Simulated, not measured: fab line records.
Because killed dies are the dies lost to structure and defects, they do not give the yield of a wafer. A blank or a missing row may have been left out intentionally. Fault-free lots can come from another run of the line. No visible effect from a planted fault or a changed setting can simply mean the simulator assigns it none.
Problem report, 8D (eight disciplines) form, completed by code	flow gf180mcu	the parts of the form that need people (team, actions taken, sign-off) are left out

## 1. WHAT IS WRONG
Mean of runLengthS at GF_STI_ETCH_14: 121.8 s across 2 wafers in 2 lots; on wafers with no fault it is 131.2 s (standard deviation 0.31). Relative to the usual mean, that is a shift of -30 standard deviations.
The step: etches Si in HBr/Cl2/O2, target depth 360 nm, time 102.9 s.
The first sign was on wafer L937.3 at day 3 23:22, on rieSi-02. Wafers with a number at this step in the record: 36, from 12 lots. The rule behind "out" and "out of limits": a value lying over 4 standard deviations away from the usual mean. The rest of the wafers with a number are treated as sound.

## 2. WHAT THIS IS AND IS NOT
question	is	is not
which readings at this step	runLengthS	drypumpMotorCurrentA, heBacksideLeakSccm, mfcCl2Sccm, oesProductAu
which lots	L937, L939	L928, L929, L931, L932, L941, L943, L944, L945, L948, L949
which wafers of those lots	L937.3, L939.1	L937.2, L937.4, L939.2, L939.5
read on which tools	rieSi-02	rieSi-01
when	from day 3 23:22	up to then (14 sound wafers); but 20 sound wafers of L939, L941, L943, L944, L945, L948, L949 came after

## 3. THE SUSPECTS, EACH WITH WHAT RULES IT OUT
Counting: any tool at a process step up to the reading remains a suspect provided it ran every lot that is out. Sound lots after the first of them don't rule it out here, since some wafers of a struck lot are sound.
- rieSi-02 at GF_STI_ETCH_14 (etches Si in HBr/Cl2/O2, target depth 360 nm, time 102.9 s): kept. It processed each lot that is out (first: L937, day 3 23:22); up to then, its last sound lot is L932 (day 3 01:30). Its own runLengthS readings are out on those wafers.
- At GF_STI_ETCH_14, inside rieSi-02: chamber 1 took the wafers that are out, while their sound lot-mates went through chambers 2, 3.
Remaining after the count: rieSi-02 at GF_STI_ETCH_14.

## 4. THE CAUSE (what the simulator had put in)
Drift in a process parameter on rieSi-02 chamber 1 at GF_STI_ETCH_14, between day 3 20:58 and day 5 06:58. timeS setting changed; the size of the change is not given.
This tool alone remained once counting was done.

## 5. THE CHAIN OF EFFECTS, in route order
Rows list readings where the struck wafers' mean (over those with a number) sits beyond 3 standard deviations from the usual. Scope: only readings with a usual standard deviation given in the record; hours: median across lots of the time from each lot's start at the first step in this table that gives one to its start at this step; sigmas: change in usual standard deviations.
hours	step	reading	usual	on struck wafers	change	sigmas
0	GF_STI_ETCH_14	runLengthS	131.2 s	121.8	-9.3	-30
It contains these process steps:
- GF_STI_ETCH_14: etches Si in HBr/Cl2/O2, target depth 360 nm, time 102.9 s.

## 6. HOW IT WOULD HAVE BEEN CAUGHT EARLIER
In this record no reading fell out of limits until day 3 23:22, 2 hours after the fault had begun at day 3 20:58.
